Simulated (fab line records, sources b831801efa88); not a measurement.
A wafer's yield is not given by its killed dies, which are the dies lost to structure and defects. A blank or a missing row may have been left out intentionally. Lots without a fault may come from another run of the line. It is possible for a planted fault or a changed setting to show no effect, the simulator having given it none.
Chamber matching || flow sky130 || SKY_VIA1_CMP_24 on cmp-01: 4 sister chambers
The step polishes, stops on SiO2, t overpolish 15 s, target thk 0 nm. 30 wafers are shown with their chamber, then 12 later ones without.

WAFERS WITH THEIR CHAMBER
{"wafer": "L074.1", "chamber": 2, "motor current A (A)": 11.1, "time to endpoint s (s)": 66.0, "overpolish run s (s)": 14.993}
{"wafer": "L074.2", "chamber": 1, "motor current A (A)": 10.4, "time to endpoint s (s)": 64.6, "overpolish run s (s)": 15.007}
{"wafer": "L074.6", "chamber": 0, "motor current A (A)": 10.0, "time to endpoint s (s)": 66.0, "overpolish run s (s)": 15.011}
{"wafer": "L075.1", "chamber": 2, "motor current A (A)": 10.8, "time to endpoint s (s)": 64.9, "overpolish run s (s)": 14.997}
{"wafer": "L075.3", "chamber": 0, "motor current A (A)": 9.8, "time to endpoint s (s)": 65.2, "overpolish run s (s)": 15.012}
{"wafer": "L075.6", "chamber": 2, "motor current A (A)": 10.8, "time to endpoint s (s)": 65.3, "overpolish run s (s)": 15.013}
{"wafer": "L076.2", "chamber": 2, "motor current A (A)": 10.9, "time to endpoint s (s)": 62.7, "overpolish run s (s)": 15.001}
{"wafer": "L076.3", "chamber": 3, "motor current A (A)": 11.3, "time to endpoint s (s)": 61.5, "overpolish run s (s)": 15.011}
{"wafer": "L076.6", "chamber": 0, "motor current A (A)": 9.9, "time to endpoint s (s)": 68.4, "overpolish run s (s)": 14.985}
{"wafer": "L077.3", "chamber": 3, "motor current A (A)": 11.4, "time to endpoint s (s)": 61.0, "overpolish run s (s)": 15.008}
{"wafer": "L077.5", "chamber": 2, "motor current A (A)": 10.4, "time to endpoint s (s)": 60.9, "overpolish run s (s)": 15.012}
{"wafer": "L077.6", "chamber": 3, "motor current A (A)": 10.9, "time to endpoint s (s)": 56.1, "overpolish run s (s)": 15.005}
{"wafer": "L078.1", "chamber": 0, "motor current A (A)": 9.7, "time to endpoint s (s)": 67.7, "overpolish run s (s)": 15.025}
{"wafer": "L078.2", "chamber": 2, "motor current A (A)": 11.1, "time to endpoint s (s)": 62.4, "overpolish run s (s)": 15.008}
{"wafer": "L078.6", "chamber": 2, "motor current A (A)": 10.5, "time to endpoint s (s)": 63.6, "overpolish run s (s)": 15.008}
{"wafer": "L081.1", "chamber": 1, "motor current A (A)": 10.7, "time to endpoint s (s)": 67.5, "overpolish run s (s)": 14.985}
{"wafer": "L081.4", "chamber": 2, "motor current A (A)": 10.5, "time to endpoint s (s)": 64.2, "overpolish run s (s)": 14.997}
{"wafer": "L081.5", "chamber": 1, "motor current A (A)": 10.2, "time to endpoint s (s)": 67.7, "overpolish run s (s)": 14.996}
{"wafer": "L082.1", "chamber": 0, "motor current A (A)": 9.1, "time to endpoint s (s)": 65.9, "overpolish run s (s)": 14.997}
{"wafer": "L082.2", "chamber": 1, "motor current A (A)": 10.1, "time to endpoint s (s)": 68.1, "overpolish run s (s)": 14.995}
{"wafer": "L082.5", "chamber": 3, "motor current A (A)": 11.8, "time to endpoint s (s)": 63.7, "overpolish run s (s)": 15.012}
{"wafer": "L086.4", "chamber": 2, "motor current A (A)": 10.6, "time to endpoint s (s)": 61.1, "overpolish run s (s)": 14.996}
{"wafer": "L086.5", "chamber": 2, "motor current A (A)": 10.6, "time to endpoint s (s)": 60.5, "overpolish run s (s)": 15.000}
{"wafer": "L086.6", "chamber": 3, "motor current A (A)": 11.1, "time to endpoint s (s)": 64.7, "overpolish run s (s)": 14.998}
{"wafer": "L087.2", "chamber": 0, "motor current A (A)": 10.0, "time to endpoint s (s)": 69.4, "overpolish run s (s)": 15.003}
{"wafer": "L087.5", "chamber": 0, "motor current A (A)": 9.6, "time to endpoint s (s)": 68.0, "overpolish run s (s)": 14.993}
{"wafer": "L087.6", "chamber": 3, "motor current A (A)": 10.9, "time to endpoint s (s)": 67.3, "overpolish run s (s)": 15.014}
{"wafer": "L089.3", "chamber": 0, "motor current A (A)": 9.4, "time to endpoint s (s)": 67.0, "overpolish run s (s)": 14.985}
{"wafer": "L089.4", "chamber": 1, "motor current A (A)": 10.4, "time to endpoint s (s)": 64.4, "overpolish run s (s)": 15.005}
{"wafer": "L089.6", "chamber": 1, "motor current A (A)": 10.3, "time to endpoint s (s)": 68.3, "overpolish run s (s)": 14.983}

SIGNATURES (averages over the wafers above)
{"reading": "motor current A", "chamber 0": 9.688, "chamber 1": 10.350, "chamber 2": 10.730, "chamber 3": 11.233, "scatter within a chamber": 0.281}
{"reading": "time to endpoint s", "chamber 0": 67.200, "chamber 1": 66.767, "chamber 2": 63.160, "chamber 3": 62.383, "scatter within a chamber": 2.3}
{"reading": "overpolish run s", "chamber 0": 15.00137, "chamber 1": 14.99517, "chamber 2": 15.00250, "chamber 3": 15.00800, "scatter within a chamber": 0.00983}
Rule: distance of a wafer from a chamber = root of the sum over the readings of ((wafer's reading minus chamber's mean) / reading's scatter) squared. The wafer belongs to the nearest chamber; if the next one is less than 2 further off, it can't be placed. The scatter: take each reading less its chamber's mean, square it, sum over the shown wafers, divide by the number of wafers less the number of chambers, and take the root.

WAFERS WHOSE CHAMBER IS MISSING
{"wafer": "L091.1", "motor current A (A)": 11.0, "time to endpoint s (s)": 64.3, "overpolish run s (s)": 14.991}
{"wafer": "L091.4", "motor current A (A)": 9.8, "time to endpoint s (s)": 64.9, "overpolish run s (s)": 15.003}
{"wafer": "L091.5", "motor current A (A)": 10.0, "time to endpoint s (s)": 67.7, "overpolish run s (s)": 15.005}
{"wafer": "L092.2", "motor current A (A)": 9.4, "time to endpoint s (s)": 67.4, "overpolish run s (s)": 15.002}
{"wafer": "L092.5", "motor current A (A)": 10.2, "time to endpoint s (s)": 67.0, "overpolish run s (s)": 14.989}
{"wafer": "L092.6", "motor current A (A)": 11.5, "time to endpoint s (s)": 63.3, "overpolish run s (s)": 14.997}
{"wafer": "L095.3", "motor current A (A)": 10.9, "time to endpoint s (s)": 59.7, "overpolish run s (s)": 14.995}
{"wafer": "L095.4", "motor current A (A)": 9.5, "time to endpoint s (s)": 61.4, "overpolish run s (s)": 14.995}
{"wafer": "L095.5", "motor current A (A)": 9.6, "time to endpoint s (s)": 63.4, "overpolish run s (s)": 15.002}
{"wafer": "L097.4", "motor current A (A)": 10.5, "time to endpoint s (s)": 64.2, "overpolish run s (s)": 15.007}
{"wafer": "L097.5", "motor current A (A)": 10.4, "time to endpoint s (s)": 60.4, "overpolish run s (s)": 14.989}
{"wafer": "L097.6", "motor current A (A)": 10.9, "time to endpoint s (s)": 59.5, "overpolish run s (s)": 14.996}

WHICH CHAMBER EACH WENT THROUGH
{"wafer": "L091.1", "from the rows above": "can't be placed: 2 or 3 or 1", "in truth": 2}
{"wafer": "L091.4", "from the rows above": "can't be placed: 0 or 1", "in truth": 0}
{"wafer": "L091.5", "from the rows above": "can't be placed: 0 or 1", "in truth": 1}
{"wafer": "L092.2", "from the rows above": 0, "in truth": 0}
{"wafer": "L092.5", "from the rows above": "can't be placed: 1 or 0", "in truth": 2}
{"wafer": "L092.6", "from the rows above": "can't be placed: 3 or 2", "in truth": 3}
{"wafer": "L095.3", "from the rows above": "can't be placed: 2 or 3 or 1", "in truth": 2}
{"wafer": "L095.4", "from the rows above": "can't be placed: 0 or 1 or 2", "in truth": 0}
{"wafer": "L095.5", "from the rows above": "can't be placed: 0 or 1", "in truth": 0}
{"wafer": "L097.4", "from the rows above": "can't be placed: 2 or 1 or 3", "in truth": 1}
{"wafer": "L097.5", "from the rows above": "can't be placed: 2 or 1 or 3 or 0", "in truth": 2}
{"wafer": "L097.6", "from the rows above": "can't be placed: 2 or 3 or 1", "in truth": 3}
Placed correctly: 1 of 12. Not placeable from these rows: 11 (in 10, the candidates include the true chamber). Number placed wrongly: 0.
